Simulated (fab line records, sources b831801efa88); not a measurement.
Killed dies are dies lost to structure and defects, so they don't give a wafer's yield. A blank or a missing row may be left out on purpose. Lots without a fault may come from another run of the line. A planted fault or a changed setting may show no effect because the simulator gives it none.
One fault seen from 2 desks | flow sky130 | each desk has only its own numbers; what lay behind them comes last

THE TOOL OWNER'S DESK: furnace-01
The tool's own readings at SKY_SONOS_ONO_OXIDATION_00 (stabilise 600 s, purge 300 s, target thk 2.6 nm): means of the sampled wafers that have a number, for each lot that ran on this tool. A lot is out of limits, marked OUT, if its mean lies more than 4 standard deviations from the usual mean; the brackets give that distance.
Columns: A = ramp_up_c_per_min at SKY_SONOS_ONO_OXIDATION_00, usual 9.9999; B = spike_tc_centre_C at SKY_SONOS_ONO_OXIDATION_00, usual 801.5 C; C = spike_tc_upper_C at SKY_SONOS_ONO_OXIDATION_00, usual 800.2 C; D = tube_center_temp_C_max at SKY_SONOS_ONO_OXIDATION_00, usual 802.0; E = zone_power_top_pct at SKY_SONOS_ONO_OXIDATION_00, usual 27.8 %; F = zone_power_upper_pct at SKY_SONOS_ONO_OXIDATION_00, usual 14.6 %
lot  | first seen here | A       | B     | C               | D     | E              | F
L278 | day 12 22:26    | 9.9984  | 799.0 | 800.1           | 802.2 | 28.5           | 16.5
L279 | day 13 04:13    | 10.0000 | 799.4 | 800.1           | 802.1 | 28.4           | 16.4
L282 | day 14 06:28    | 9.9969  | 795.2 | 834.5 (+31) OUT | 802.0 | 22.2 (-11) OUT | 28.5 (+10) OUT
L285 | day 15 02:05    | 9.9996  | 795.4 | 835.0 (+32) OUT | 802.1 | 22.2 (-11) OUT | 28.7 (+10) OUT
L293 | day 18 06:05    | 10.0000 | 799.3 | 800.7           | 801.9 | 28.3           | 16.6
L297 | day 19 12:37    | 10.0009 | 799.1 | 801.0           | 801.9 | 28.6           | 16.4
This desk's finding: out of limits on L282, L285; first on L282, day 14 06:28 (spike_tc_upper_C at SKY_SONOS_ONO_OXIDATION_00). In limits: L278, L279, L293, L297.

THE METROLOGY DESK
What the gauges read, lot by lot, whatever tool the lot ran on: means of the sampled wafers that have a number. A lot is out of limits, marked OUT, if its mean lies more than 4 standard deviations from the usual mean; the brackets give that distance.
Columns: A = PWDE_RS at SKY_NWELL_RS_MEAS_31, usual 5276 ohm/sq; B = cd_nm at SKY_VT_ADJUST_NCORE_CD_MEAS_07, usual 379.4 nm; C = cd_nm at SKY_SONOS_TUNNEL_CD_MEAS_07, usual 410.2 nm; D = SONOS_ONO_OXIDATION_THK at SKY_SONOS_ONO_THK_MEAS_01, usual 2.57 nm
lot  | first seen here | A    | B     | C     | D
L275 | day 5 22:37     | 5278 | 382.4 | 410.0 | 2.56
L274 | day 5 23:01     | 5273 | 379.5 | 407.4 | 2.62
L276 | day 6 03:01     | 5267 | 380.0 | 407.6 | 2.57
L278 | day 6 11:56     | 5290 | 376.4 | 410.2 | 2.55
L279 | day 6 12:25     | 5274 | 381.3 | 414.3 | 2.58
L280 | day 6 18:51     | 5274 | 374.6 | 411.4 | 2.53
L282 | day 7 10:32     | 5286 | 382.4 | 413.7 | 2.74
L285 | day 8 02:07     | 5276 | 379.1 | 409.8 | 3.10 (+9.5) OUT
L293 | day 10 10:14    | 5276 | 377.1 | 411.9 | 2.53
L294 | day 10 13:07    | 5249 | 377.7 | 410.0 | 2.53
L295 | day 11 02:49    | 5287 | 376.9 | 409.4 | 2.59
L297 | day 11 12:11    | 5266 | 377.1 | 409.7 | 2.57
This desk's finding: out of limits on L285; first on L285, day 15 03:26 (SONOS_ONO_OXIDATION_THK at SKY_SONOS_ONO_THK_MEAS_01). In limits: L275, L274, L276, L278, L279, L280, L282, L293, L294, L295, L297.

PUT TOGETHER
The tool owner's desk could have raised an alarm at day 14 06:28, on L282, L285.
The metrology desk could have raised an alarm at day 15 03:26, on L285.
The metrology desk has L282 on record, within its limits.
Of the lots named, all ran SKY_SONOS_ONO_OXIDATION_00 on furnace-01.

WHAT THE SIMULATOR HAD PUT IN
Process parameter drift: furnace-01, from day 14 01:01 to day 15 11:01, at SKY_SONOS_ONO_OXIDATION_00. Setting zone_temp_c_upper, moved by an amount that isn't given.
Lots struck among those shown: L282, L285.
Hours from the fault's start to each desk's first reading out of limits: the tool owner's desk, 5; the metrology desk, 26.
